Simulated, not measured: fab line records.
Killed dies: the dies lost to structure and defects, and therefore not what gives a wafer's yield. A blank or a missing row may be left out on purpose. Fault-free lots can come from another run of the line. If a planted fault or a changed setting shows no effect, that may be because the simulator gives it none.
Problem report, 8D (eight disciplines) form, completed by code :: flow sky130 :: the parts of the form that need people (team, actions taken, sign-off) are left out

== 1. WHAT WENT WRONG ==
A mean of 112.1 s is read at SKY_FIELD_ISO_ETCH_17 for run-length-s, taken on 1 wafer of 1 lot, against 126.0 s (standard deviation 0.47) on wafers free of any fault. That is -30 standard deviations from the usual mean.
The step: etches Si in HBr/Cl2/O2, target depth 342 nm, time 97.7 s.
The first sign was on wafer L934.4 at day 6 02:34, on rie-si-02. The record has a number at this step for 36 wafers belonging to 12 lots. The rule behind "out" and "out of limits": a value lying over 4 standard deviations away from the usual mean. The rest of the wafers with a number are treated as sound.

== 2. WHAT THIS IS AND IS NOT ==
question: which readings at this step
is: run-length-s
is not: chamber-pressure-mTorr, drypump-motor-current-A, mfc-cl2-sccm, oes-product-au, throttle-valve-pct

question: which lots
is: L934
is not: L916, L918, L920, L921, L922, L924, L926, L930, L933, L937, L939

question: which wafers of those lots
is: L934.4
is not: L934.2, L934.3

question: read on which tools
is: rie-si-02
is not: rie-si-01

question: when
is: from day 6 02:34
is not: up to then (29 sound wafers); but 6 sound wafers of L937, L939 came after

== 3. THE SUSPECTS, EACH WITH WHAT RULES IT OUT ==
Counting: if a tool at a process step up to the reading ran every lot that is out, it stays a suspect. Sound lots after the first of them don't rule it out here, since some wafers of a struck lot are sound.
- rie-diel-03 at SKY_FIELD_ISO_ETCH_14 (etches BARC in N2/H2, stops on SiO2, time 45.9 s, target depth 60 nm): kept. The lot that is out, L934, ran on it at day 6 02:22; the last sound lot it ran before that was L920, at day 3 02:09.
- rie-si-02 at SKY_FIELD_ISO_ETCH_17 (etches Si in HBr/Cl2/O2, target depth 342 nm, time 97.7 s): kept. The lot that is out, L934, ran on it at day 6 02:34; the last sound lot it ran before that was L930, at day 5 07:41. Its own run-length-s readings are out on those wafers.
- In rie-diel-03 at SKY_FIELD_ISO_ETCH_14, the wafers that are out were processed in chamber 0 and their sound lot-mates in chambers 2, 3.
- In rie-si-02 at SKY_FIELD_ISO_ETCH_17, the wafers that are out were processed in chamber 2 and their sound lot-mates in chambers 0, 1.
Remaining after the count are rie-diel-03 at SKY_FIELD_ISO_ETCH_14 and rie-si-02 at SKY_FIELD_ISO_ETCH_17.

== 4. THE CAUSE (what the simulator had put in) ==
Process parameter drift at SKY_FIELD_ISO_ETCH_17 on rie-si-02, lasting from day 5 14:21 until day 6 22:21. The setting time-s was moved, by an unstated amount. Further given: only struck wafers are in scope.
Of the 2 suspects that counting leaves, this tool is one.

== 5. THE EFFECT CHAIN, in route order ==
Each row: a reading whose mean over the struck wafers that have a number lies more than 3 standard deviations from the usual. Only readings for which the record gives a usual standard deviation are gone through. hours: the time from each lot's start at the first step in this table that gives one to its start at this step, as a median over the lots. sigmas: the change in usual standard deviations.
hours: 0
step: SKY_FIELD_ISO_ETCH_17
reading: run-length-s
usual: 126.0 s
on struck wafers: 112.1
change: -13.9
sigmas: -30
Process steps it contains:
- SKY_FIELD_ISO_ETCH_17: etches Si in HBr/Cl2/O2, target depth 342 nm, time 97.7 s.
Later measuring or inspecting steps at which every struck wafer that the step has a row for has a number for every such reading, and none has moved that far: SKY_NWELL_TW_MEAS_26, SKY_SONOS_ONO_THK_MEAS_01.

== 6. HOW IT WOULD HAVE BEEN CAUGHT EARLIER ==
12 hours passed between the start of the fault at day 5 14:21 and the first reading out of limits in this record, taken at day 6 02:34.
